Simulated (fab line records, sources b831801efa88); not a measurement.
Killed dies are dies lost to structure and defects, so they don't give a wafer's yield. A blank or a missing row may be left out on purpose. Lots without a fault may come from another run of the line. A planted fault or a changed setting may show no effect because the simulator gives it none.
A struck lot beside a sound one | flow sky130 | 16 steps out of a route of 708
Sound: wafers L568.3, L568.4, L568.5. Struck: wafers L559.1, L559.2, L559.5. The cause comes at the end.
At each step with rows: each side's tool, then ch and its chambers, then its first start. Under that, the readings that differ: sound wafers | struck wafers | difference of the means | sigmas: that difference in standard deviations of wafers without a fault.
alike: readings whose means differ by less than 2 such deviations, and words and numbers that are the same on both sides. not compared: withheld readings, readings that some wafer has no value for, bounds like >300 that may hide the same value, and numbers for which the record gives no deviation and whose values overlap.
The two part at a step that has a row with sigmas, a row that says differs or no value, or rows on one side only. Numbers that don't overlap but have no deviation are shown without sigmas and don't part them. A reading that every wafer of one side lacks parts them only if that side has two wafers or more.

SKY_LI_CONTACT_BOW_MEAS_03:
  sound on film_metro-04, day 33 12:16; struck on film_metro-03, day 30 18:40
  alike: LI_CONTACT_BOW
then, 8 steps without rows for these wafers: SKY_LI_CONTACT_DEHYDRATE_04 (time 60 s); SKY_LI_CONTACT_HMDS_05 (prime time 60 s); SKY_LI_CONTACT_COAT_06 (resist thk 60 nm); SKY_LI_CONTACT_COAT_07 (resist thk 450 nm); SKY_LI_CONTACT_SOFTBAKE_08 (time 90 s); SKY_LI_CONTACT_EXPOSE_09 (exposes mask LICM1, target cd 170 nm); SKY_LI_CONTACT_PEB_10; SKY_LI_CONTACT_DEVELOP_11 (develop time 60 s).
SKY_LI_CONTACT_CD_MEAS_12: target cd 170 nm.
  sound on cd_sem-01, day 34 14:52; struck on cd_sem-02, day 31 22:19
  alike: cd_nm
SKY_LI_CONTACT_OVL_MEAS_13:
  sound on overlay-02, day 34 14:58; struck on overlay-02, day 31 22:26
  alike: LI_CONTACT_OVL
SKY_LI_CONTACT_ETCH_14: etches BARC in N2/H2, stops on SiO2, time 45.9 s, target depth 60 nm.
  sound on rie_diel-04 ch 1,3, day 34 14:59; struck on rie_diel-03 ch 1,3, day 31 22:29
  alike: bias_w, chamber_pressure_mTorr, drypump_motor_current_A, oes_product_au, throttle_valve_pct
  not compared: rf_hours_counter_h
SKY_LI_CONTACT_ETCH_15: etches PSG in C4F8/O2/Ar, stops on Si, target depth 600 nm.
  sound on rie_diel-04 ch 1,3, day 34 15:01; struck on rie_diel-03 ch 1,3, day 31 22:31
  no value came back on the struck wafers for bias_w (W), chamber_pressure_mTorr (mTorr), oes_product_au (a.u.); on the sound wafers bias_w (W) reads 1201 1203 1201
  reading                                           | sound           | struck            | difference | sigmas
  model.KrF-thick_of_LI_CONTACT_COAT_07.thk_nm (nm) | 229 229.2 226.8 | 393.3 394.2 393.3 | +165.3     |
SKY_LI_CONTACT_STRIP_16: strips in O2/N2.
  sound on plasma_asher-03 ch 0,1, day 34 15:08; struck on plasma_asher-02 ch 0,1, day 31 22:37
  reading                      | sound             | struck            | difference | sigmas
  oes_product_au (a.u.)        | 0.380 0.367 0.369 | 0.447 0.449 0.450 | +0.077     | +15
  strip_time_to_endpoint_s (s) | 3.47 3.49 3.42    | 5.21 5.22 5.21    | +1.75      | +41
  alike: drypump_motor_current_A
  not compared: rf_hours_counter_h
then, 1 step without rows for these wafers: SKY_LI_CONTACT_CLEAN_17 (cleans in NMP, time 600 s).
-- the record jumps here: 16 days lie between the struck wafers' starts before and after (it left off in module LI_CONTACT and takes up again in module PAD_OPEN, whose first step shown is number 708 of the route) --
SKY_PAD_OPEN_PROBE_99:
  the record has rows for the struck wafers here (prober-02, day 48 00:05) and none for the sound ones

WHERE THEY PART
First at SKY_LI_CONTACT_ETCH_15; last, within this record, at SKY_PAD_OPEN_PROBE_99.

WHY: what the simulator had put in
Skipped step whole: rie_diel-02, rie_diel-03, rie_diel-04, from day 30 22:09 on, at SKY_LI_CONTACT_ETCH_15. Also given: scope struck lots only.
